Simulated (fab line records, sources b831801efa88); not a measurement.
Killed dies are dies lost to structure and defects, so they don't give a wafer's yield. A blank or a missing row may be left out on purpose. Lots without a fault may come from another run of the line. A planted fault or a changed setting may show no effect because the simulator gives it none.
fab line records | flow sky130
record lots=12 wafers=36 last_day=50
route steps=708 shown POLY_GATE@228 LDD_P@265 LDD_HVN@269 PAD_OPEN@708
lots that met no fault: from a run of the same line without faults
start_h: hours from the record's first day to the start of the lot's first wafer shown | wait_h: hours since the lot's step before | " the same as in the row above | L1.1+2: a row that stands for several wafers | - no value, or no start given | * or withheld: withheld | < > ~ a bound
route shown NAME@n: a module of which the file shows steps, and the number in the route of the first | usual: mean/standard deviation of fault-free wafers | same: alike in all rows | chamber/n: place in a boat | sites: the reading at each site | _std_site: their standard deviation | _edge_site: outer sites' mean less inner sites' | radius_mm: how far each site lies from the wafer's centre | mask NAME#n: copy n | behind: the tool/chamber that last shaped the wafer | hold: why the lot was held/for how many hours/how that ended | device: the transistor (n, p or np) that didn't switch | end of line: the same wafers' tests at the end of the route | a step without rows: its recipe alone | killed: dies lost to structure and defects at the first sort, not the wafer's yield | map: a wafer's dies, x killed, . not, _ none there
set.NAME: the setting as run; set.NAME@STEP: as run at that earlier step | model.NAME: the simulator's own value behind a step, which no gauge read
steps of the route over a sample of lots; a table a step, a row a wafer
services: from which hour (start_h, from the record's first day; less than 0 if before it) a tool's chamber was out of use, for how many hours, and why
## steps
# step SKY_POLY_GATE_OVL_MEAS_14
# usual POLY_GATE_OVL=3/6.8
# columns lot.wafer tool chamber start_h wait_h POLY_GATE_OVL[nm]
L614.2 overlay-02 - 370.87 0.1 -3
L614.3 " - " " -7
L614.5 " - " " -5
L618.2 overlay-02 - 408.52 0.1 -5
L618.3 " - " " 4
L618.6 " - " " 3
L619.1 overlay-02 - 415.42 0.1 -5
L619.5 " - " " -5
L619.6 " - " " 3
L621.1 overlay-01 - 439.05 0.1 4
L621.5 " - " " 9
L621.6 " - " " -4
L627.2 overlay-02 - 510.91 0.1 10
L627.5 " - " " 7
L627.6 " - " " 15
L626.3 overlay-01 - 512.03 0.1 4
L626.5 " - " " -1
L626.6 " - " " 9
L628.1 overlay-01 - 518.32 0.1 5
L628.3 " - " " 6
L628.5 " - " " 4
L629.1 overlay-01 - 528.11 0.1 3
L629.2 " - " " 10
L629.4 " - " " 8
L630.1 overlay-01 - 532.16 0.1 5
L630.3 " - " " 9
L630.6 " - " " -3
L632.1 overlay-02 - 542.69 0.1 8
L632.2 " - " " 0
L632.3 " - " " 3
L635.1 overlay-01 - 563.75 0.1 -9
L635.4 " - " " -2
L635.6 " - " " -6
L636.3 overlay-02 - 569.97 0.1 -3
L636.5 " - " " 2
L636.6 " - " " 7
# step SKY_POLY_GATE_THK_MEAS_21
# recipe reads=SiO2_of_POLY_GATE_OXIDATION_20
# usual POLY_GATE_OXIDATION_THK=4.02/0.082
# columns lot.wafer tool chamber start_h wait_h POLY_GATE_OXIDATION_THK[nm]
L614.2 film_metro-04 - 372.57 0.0 4.16
L614.3 " - " " 4.16
L614.5 " - " " 4.16
L618.2 film_metro-01 - 410.54 0.0 3.96
L618.3 " - " " 4.03
L618.6 " - " " 3.88
L619.1 film_metro-02 - 417.21 0.0 3.95
L619.5 " - " " 3.97
L619.6 " - " " 3.86
L621.1 film_metro-02 - 441.59 0.0 3.94
L621.5 " - " " 4.05
L621.6 " - " " 3.93
L627.2 film_metro-04 - 512.60 0.0 3.97
L627.5 " - " " 4.04
L627.6 " - " " 4.09
L626.3 film_metro-02 - 513.71 0.0 4.11
L626.5 " - " " 4.09
L626.6 " - " " 4.14
L628.1 film_metro-01 - 519.99 0.0 4.02
L628.3 " - " " 3.99
L628.5 " - " " 4.07
L629.1 film_metro-04 - 529.79 0.0 3.97
L629.2 " - " " 4.01
L629.4 " - " " 4.06
L630.1 film_metro-02 - 533.83 0.0 3.98
L630.3 " - " " 4.00
L630.6 " - " " 4.03
L632.1 film_metro-01 - 544.36 0.0 4.10
L632.2 " - " " 4.10
L632.3 " - " " 4.19
L635.1 film_metro-02 - 565.42 0.0 4.04
L635.4 " - " " 4.08
L635.6 " - " " 4.06
L636.3 film_metro-04 - 571.65 0.0 4.03
L636.5 " - " " 4.13
L636.6 " - " " 4.03
# step SKY_LDD_P_STRIP_10
# recipe chemistry=O2/N2 power_w=1400 pressure_mtorr=1500 platen_temp_c=withheld o2_flow_sccm=3000 n2_flow_sccm=300 overash_fraction=0.5
# usual drypump_motor_current_A=5.35/0.19 oes_product_au=0.716/0.0044 strip_time_to_endpoint_s=13.93/0.039
# columns lot.wafer tool chamber start_h wait_h drypump_motor_current_A oes_product_au rf_hours_counter_h strip_time_to_endpoint_s
L614.2 plasma_asher-02 0 433.83 0.1 5.57 0.716 72 14.02
L614.3 " 0 " " 5.60 0.712 - 13.99
L614.5 " 0 " " 5.57 0.716 - 13.97
L618.2 plasma_asher-04 0 472.80 0.1 5.36 0.716 67 13.99
L618.3 " 1 " " 5.00 0.716 - 13.97
L618.6 " 0 " " 5.33 0.714 - 13.95
L619.1 plasma_asher-04 0 479.64 0.1 5.35 0.707 68 13.92
L619.5 " 1 " " 5.01 0.719 - 13.86
L619.6 " 0 " " 5.35 0.718 - 13.89
L621.1 plasma_asher-01 1 505.09 0.1 5.50 0.719 40 13.94
L621.5 " 0 " " 5.43 0.709 - 13.91
L621.6 " 1 " " 5.49 0.717 - 13.89
L627.2 plasma_asher-01 1 574.28 0.1 5.44 0.719 46 13.91
L627.5 " 1 " " 5.47 0.717 - 13.99
L627.6 " 0 " " 5.44 0.712 - 13.92
L626.3 plasma_asher-01 0 574.61 0.1 5.47 0.721 - 13.85
L626.5 " 1 " " 5.48 0.709 - 13.93
L626.6 " 0 " " 5.44 0.709 - 13.88
L628.1 plasma_asher-01 1 581.49 0.1 5.47 0.715 47 13.86
L628.3 " 1 " " 5.48 0.713 - 13.90
L628.5 " 1 " " 5.47 0.713 - 13.90
L629.1 plasma_asher-01 0 591.99 0.1 5.46 0.705 48 13.91
L629.2 " 1 " " 5.48 0.711 48 13.90
L629.4 " 0 " " 5.43 0.725 - 13.96
L630.1 plasma_asher-04 0 596.18 0.1 5.32 0.719 81 13.86
L630.3 " 1 " " 5.00 0.722 - 13.90
L630.6 " 0 " " 5.38 0.722 - 13.89
L632.1 plasma_asher-02 1 605.94 0.1 5.46 0.716 82 13.95
L632.2 " 0 " " 5.58 0.718 82 13.94
L632.3 " 0 " " 5.61 0.718 - 13.96
L635.1 plasma_asher-04 1 624.44 0.1 5.00 0.718 84 13.97
L635.4 " 1 " " 5.00 0.713 - 13.95
L635.6 " 0 " " 5.33 0.712 - 13.92
L636.3 plasma_asher-02 0 630.98 0.1 5.60 0.723 - 13.91
L636.5 " 0 " " 5.56 0.714 - 13.93
L636.6 " 1 " " 5.48 0.710 - 13.90
# step SKY_LDD_HVN_COAT_02
# recipe resist=NOVOLAK spin_rpm=3000 resist_thk_nm=300
# usual spin_speed_rpm=3000.0/1.7
# columns lot.wafer tool chamber start_h wait_h spin_speed_rpm
L614.2 litho_track-01 0 449.67 0.1 3002.2
L614.3 " 0 " " 3001.3
L614.5 " 0 " " 3000.5
L618.2 litho_track-03 0 487.60 0.1 3001.1
L618.3 " 0 " " 2998.1
L618.6 " 0 " " 3000.3
L619.1 litho_track-01 0 494.90 0.1 3377.8
L619.5 " 0 " " 3378.1
L619.6 " 0 " " 3379.5
L621.1 litho_track-01 0 520.10 0.1 3381.2
L621.5 " 0 " " 3380.7
L621.6 " 0 " " 3382.2
L627.2 litho_track-04 0 588.81 0.1 2997.5
L627.5 " 0 " " 3003.2
L627.6 " 0 " " 3001.9
L626.3 litho_track-01 0 589.40 0.1 2999.8
L626.5 " 0 " " 2997.8
L626.6 " 0 " " 2999.1
L628.1 litho_track-01 0 595.40 0.1 2999.7
L628.3 " 0 " " 3000.8
L628.5 " 0 " " 2998.4
L629.1 litho_track-01 0 606.15 0.1 3001.9
L629.2 " 0 " " 3000.2
L629.4 " 0 " " 3001.9
L630.1 litho_track-03 0 610.43 0.1 3002.3
L630.3 " 0 " " 3002.2
L630.6 " 0 " " 2996.2
L632.1 litho_track-03 0 620.33 0.1 3000.5
L632.2 " 0 " " 3002.7
L632.3 " 0 " " 2998.4
L635.1 litho_track-01 0 638.24 0.1 2996.4
L635.4 " 0 " " 2997.2
L635.6 " 0 " " 2999.7
L636.3 litho_track-01 0 645.19 0.1 3000.5
L636.5 " 0 " " 2999.0
L636.6 " 0 " " 2999.1
# step SKY_LDD_HVN_STRIP_09
# recipe chemistry=O2/N2 power_w=1400 pressure_mtorr=1500 platen_temp_c=withheld o2_flow_sccm=3000 n2_flow_sccm=300 overash_fraction=0.5
# usual drypump_motor_current_A=5.5/0.36 oes_product_au=0.408/0.0047 strip_time_to_endpoint_s=4.127/0.014
# columns lot.wafer tool chamber start_h wait_h drypump_motor_current_A oes_product_au rf_hours_counter_h strip_time_to_endpoint_s
L614.2 plasma_asher-04 1 465.18 0.1 5.0 0.408 66 4.121
L614.3 " 0 " " 5.3 0.407 - 4.135
L614.5 " 1 " " 5.0 0.403 - 4.130
L618.2 plasma_asher-03 0 503.13 0.1 6.0 0.404 9 4.106
L618.3 " 1 " " 5.9 0.405 - 4.112
L618.6 " 0 " " 6.0 0.402 - 4.132
L619.1 plasma_asher-03 1 510.77 0.1 6.0 0.390 9 3.898
L619.5 " 1 " " 5.9 0.400 - 3.886
L619.6 " 0 " " 6.0 0.404 - 3.888
L621.1 plasma_asher-04 0 535.16 0.1 5.3 0.403 74 3.885
L621.5 " 0 " " 5.3 0.402 - 3.915
L621.6 " 1 " " 5.0 0.399 - 3.886
L627.2 plasma_asher-03 0 604.01 0.1 5.9 0.415 20 4.137
L627.5 " 0 " " 5.9 0.407 - 4.161
L627.6 " 1 " " 5.9 0.410 - 4.132
L626.3 plasma_asher-02 1 604.21 0.1 5.5 0.402 - 4.149
L626.5 " 0 " " 5.6 0.407 - 4.139
L626.6 " 1 " " 5.5 0.407 - 4.123
L628.1 plasma_asher-03 0 610.27 0.1 6.0 0.405 20 4.133
L628.3 " 1 " " 5.9 0.403 - 4.136
L628.5 " 0 " " 6.0 0.404 - 4.115
L629.1 plasma_asher-04 1 621.11 0.1 5.0 0.412 84 4.151
L629.2 " 0 " " 5.4 0.413 84 4.141
L629.4 " 0 " " 5.3 0.408 - 4.159
L630.1 plasma_asher-02 1 624.98 0.1 5.5 0.414 84 4.139
L630.3 " 0 " " 5.6 0.415 - 4.155
L630.6 " 0 " " 5.6 0.412 - 4.137
L632.1 plasma_asher-02 1 635.41 0.1 5.5 0.406 85 4.126
L632.2 " 0 " " 5.6 0.408 85 4.111
L632.3 " 0 " " 5.6 0.413 - 4.117
L635.1 plasma_asher-02 1 653.02 0.1 5.5 0.403 87 4.114
L635.4 " 0 " " 5.6 0.408 - 4.109
L635.6 " 1 " " 5.5 0.399 - 4.127
L636.3 plasma_asher-02 0 659.74 0.1 5.6 0.412 - 4.126
L636.5 " 1 " " 5.5 0.405 - 4.139
L636.6 " 0 " " 5.6 0.412 - 4.145
# step SKY_PAD_OPEN_PROBE_99
# usual killed_at_M0_to_M3=42/6.7 killed_at_M4_up=3.4/2 killed_at_contacts=24/5.1 killed_at_front_end=14/4.2 killed_at_other=0.2/0.49 killed_dies=84/8.4 killed_open=46/7 killed_short=39/5.8
# same gross_dies=492 killed_at_back_side=0
# columns lot.wafer tool chamber start_h wait_h killed_at_M0_to_M3 killed_at_M4_up killed_at_contacts killed_at_front_end killed_at_other killed_dies killed_open killed_short
L619.1 prober-01 - 1109.91 0.1 35 5 23 18 0 81 43 38
L619.5 prober-01 - 1110.11 0.2 44 4 28 11 1 88 44 44
L619.6 prober-01 - 1110.16 0.2 39 1 39 13 0 92 49 43
L629.1 prober-01 - 1177.28 0.1 37 3 23 8 0 71 37 34
L629.2 prober-01 - 1177.33 0.1 46 3 22 19 2 92 48 44
L629.4 prober-01 - 1177.43 0.2 32 3 34 8 0 77 45 32
# killed by level:class
L619.1 VIA1:geometric_particle:open=9 LI_CONTACT:geometric_particle:open=8 CONTACT:geometric_particle:open=6 FIELD_ISO:geometric_particle:short=5 FIELD_ISO:geometric_particle:open=5 VIA2:geometric_particle:open=5 CONTACT:geometric_particle:short=5 METAL1:geometric_particle:short=5
L619.5 VIA1:geometric_particle:open=9 METAL1:geometric_particle:short=8 CONTACT:geometric_particle:short=7 FIELD_ISO:geometric_particle:open=6 LOCAL_INTERCONNECT:geometric_particle:short=6 CONTACT:geometric_particle:open=6 VIA2:geometric_particle:open=6 VIA3:geometric_particle:open=6
L619.6 CONTACT:geometric_particle:short=14 CONTACT:geometric_particle:open=12 VIA1:geometric_particle:open=12 FIELD_ISO:geometric_particle:open=6 LI_CONTACT:geometric_particle:open=6 LOCAL_INTERCONNECT:geometric_particle:short=6 VIA2:geometric_particle:open=6 VIA1:geometric_particle:short=5
L629.1 LOCAL_INTERCONNECT:geometric_particle:short=7 VIA1:geometric_particle:open=7 VIA3:geometric_particle:open=7 LI_CONTACT:geometric_particle:open=6 CONTACT:geometric_particle:open=5 METAL1:geometric_particle:short=5 METAL2:geometric_particle:short=4 VIA2:geometric_particle:short=4
L629.2 VIA1:geometric_particle:open=13 VIA3:geometric_particle:open=7 FIELD_ISO:geometric_particle:short=6 LOCAL_INTERCONNECT:geometric_particle:short=6 CONTACT:geometric_particle:open=6 POLY_GATE:geometric_particle:open=5 LI_CONTACT:geometric_particle:open=5 METAL2:geometric_particle:short=5
L629.4 CONTACT:geometric_particle:open=13 LI_CONTACT:geometric_particle:open=7 VIA1:geometric_particle:open=6 VIA3:geometric_particle:open=6 LOCAL_INTERCONNECT:geometric_particle:short=5 CONTACT:geometric_particle:short=5 VIA2:geometric_particle:open=5 METAL2:geometric_particle:short=4
## services
# columns tool chamber start_h hours kind
plasma_asher-03 - 421.25 9.0 pm
plasma_asher-03 0 421.25 9.0 vent_cycle
plasma_asher-03 1 421.25 9.0 vent_cycle
plasma_asher-03 0 430.25 - clean
plasma_asher-03 1 430.25 - clean
plasma_asher-03 - 433.32 0.5 repair
plasma_asher-02 - 434.97 38.2 repair
plasma_asher-02 - 473.15 14.6 pm
plasma_asher-01 - 511.59 14.6 pm
plasma_asher-02 - 561.19 24.3 repair
plasma_asher-02 - 561.22 2.3 repair
plasma_asher-01 - 616.12 4.0 pm
## key
first_sign step=SKY_LDD_HVN_COAT_02 reading=spin_speed_rpm direction=up sigmas=99+ usual=3000.0 struck=3379.9
effect step=SKY_LDD_HVN_STRIP_09 reading=strip_time_to_endpoint_s direction=down sigmas=17 usual=* struck=*
met_at SKY_LDD_HVN_COAT_02
struck_lots L619,L621
tester_left_out L619,L621
not_acting_at SKY_POLY_GATE_OVL_MEAS_14,SKY_POLY_GATE_THK_MEAS_21,SKY_LDD_P_STRIP_10
onset_between 449.67 494.90
fault kind=process_parameter_drift tool=litho_track-01 chamber=- onset_h=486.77 steps=SKY_LDD_HVN_COAT_02 channel=spin_rpm offset=378.96 shape=step end_h=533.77 acts_in=these_recipes_only stated=3000
# tester_left_out: of these lots the tester's yield and bins aren't shown, on N5 and GAA mostly nor the transistor test; their killed dies are dies lost to structure and defects alone, not to doping, threshold or leakage, so they don't give the yield
